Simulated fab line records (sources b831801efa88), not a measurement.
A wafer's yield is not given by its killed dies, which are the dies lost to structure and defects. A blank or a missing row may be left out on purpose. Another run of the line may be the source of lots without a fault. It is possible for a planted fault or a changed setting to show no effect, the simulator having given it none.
A struck lot beside a sound one || flow sky130 || 15 out of 708 route steps
Sound: the wafers L330.3, L330.4, L330.5. The struck wafers were L335.1, L335.5, L335.6. The cause is given at the end.
For every step that has rows: the tool of each side, followed by ch and its chambers, followed by its first start. Under that, the readings that differ: sound wafers || struck wafers || difference of the means || sigmas: that difference in standard deviations of wafers without a fault.
alike: same words and numbers on both sides, and readings whose means sit less than 2 such deviations apart. not compared: any withheld reading, any reading some wafer has no value for, any bound like >300 that may hide the same value, and any number with overlapping values for which the record gives no deviation.
The two part at a step that has a row with sigmas, a row that says differs or no value, or rows on one side only. When numbers do not overlap yet have no deviation, they are printed without sigmas and do not part them. A reading that every wafer of one side lacks parts them only if that side has two wafers or more.

first, 6 steps without rows for these wafers: SKY_LDD_N_HMDS_01 (prime time 60 s); SKY_LDD_N_COAT_02 (resist thk 300 nm); SKY_LDD_N_SOFTBAKE_03 (time 60 s); SKY_LDD_N_EXPOSE_04 (exposes mask NTM, target cd 840 nm); SKY_LDD_N_PEB_05; SKY_LDD_N_DEVELOP_06 (develop time 60 s).
SKY_LDD_N_OVL_MEAS_07:
  sound on overlay-01 at day 18 14:12; struck on overlay-01 at day 20 19:24
  alike: LDD_N_OVL
then, 5 steps without rows for these wafers: SKY_LDD_N_IMPLANT_08; SKY_LDD_N_IMPLANT_09; SKY_LDD_N_IMPLANT_10; SKY_LDD_N_IMPLANT_11; SKY_LDD_N_IMPLANT_12.
SKY_LDD_N_IMPLANT_13:
  sound on implanter-02 ch 0, day 18 15:02; struck on implanter-03 ch 0, day 20 20:11
{"reading": "tilt deg (degrees)", "sound": "29.993 29.971 30.036", "struck": "-0.028 -0.010 -0.019", "difference": -30.019, "sigmas": "-99 or more"}
after that, 1 step had no rows for these wafers: SKY_LDD_N_IMPLANT_14.
-- here the record skips 27 days between the struck wafers' starts before and after, leaving off in module LDD_N and picking up in module PAD_OPEN (first step shown: number 708 of the route) --
SKY_PAD_OPEN_PROBE_99:
  sound on prober-01 at day 46 06:47; struck on prober-02 at day 47 22:09
{"reading": "model.etest.nfet_01v8_turned.vt sat v (V)", "sound": "0.6529 0.6526 0.6418", "struck": "0.6689 0.6615 0.6722", "difference": "+0.0184", "sigmas": ""}
  alike: killed_at_M0_to_M3, killed_at_M4_up, killed at contacts, killed at front end, killed at other, killed dies, killed open, killed short

== WHERE THEY PART ==
Within this record, at SKY_LDD_N_IMPLANT_13 only. Later steps at which nothing parts them and some readings are alike: SKY_PAD_OPEN_PROBE_99.

WHY: whatever the simulator had introduced
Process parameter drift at SKY_LDD_N_IMPLANT_13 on implanter-03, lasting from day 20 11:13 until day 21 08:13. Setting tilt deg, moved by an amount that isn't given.
